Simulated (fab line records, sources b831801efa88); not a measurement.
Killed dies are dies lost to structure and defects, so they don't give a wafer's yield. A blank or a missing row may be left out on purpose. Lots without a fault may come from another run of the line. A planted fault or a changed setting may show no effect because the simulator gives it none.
Chamber matching | flow gf180mcu | GF_POLY_GATE_ETCH_13 on rie_si-02: 4 sister chambers
The step etches poly-Si in HBr/Cl2, stops on SiO2, target depth 198.5 nm, time 69.6 s. 8 wafers are shown with their chamber, then 7 later ones without.

WAFERS WITH THEIR CHAMBER
wafer  | chamber | drypump_motor_current_A (A) | he_backside_leak_sccm (sccm)
L499.1 | 2       | 5.6                         | 2.73
L501.1 | 0       | 4.9                         | 2.35
L501.3 | 3       | 6.5                         | 2.73
L503.4 | 2       | 5.6                         | 2.78
L503.5 | 0       | 4.9                         | 2.46
L503.6 | 1       | 4.8                         | 2.43
L504.2 | 1       | 4.9                         | 2.22
L504.4 | 3       | 6.6                         | 2.78

WAFERS WITHOUT THEIR CHAMBER
wafer  | drypump_motor_current_A (A) | he_backside_leak_sccm (sccm)
L504.5 | 5.0                         | 2.45
L508.1 | 5.6                         | 2.81
L508.4 | 4.9                         | 2.51
L508.6 | 5.6                         | 2.78
L510.4 | 4.9                         | 2.48
L510.5 | 4.9                         | 2.57
L510.6 | 4.9                         | 2.45

WHICH CHAMBER EACH WENT THROUGH
wafer  | from the rows above     | in truth
L504.5 | can't be placed: 0 or 1 | 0
L508.1 | 2                       | 2
L508.4 | can't be placed: 0 or 1 | 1
L508.6 | 2                       | 2
L510.4 | can't be placed: 0 or 1 | 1
L510.5 | can't be placed: 0 or 1 | 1
L510.6 | can't be placed: 0 or 1 | 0
Placed correctly: 2 of 7. Can't be placed from these rows: 5 (the true chamber is among the candidates in 5). Placed wrongly: 0.
How it was worked out, from the rows above alone: a wafer's distance from a chamber is the root of the sum, over the readings, of the square of ((its reading less the chamber's mean) divided by the reading's scatter). The wafer belongs to the nearest chamber; if the next one is less than 2 further off, it can't be placed. A chamber's mean is the mean of its shown wafers. The scatter: the root of (the sum of the squares of (reading less its chamber's mean) over the shown wafers, divided by (wafers less chambers)).
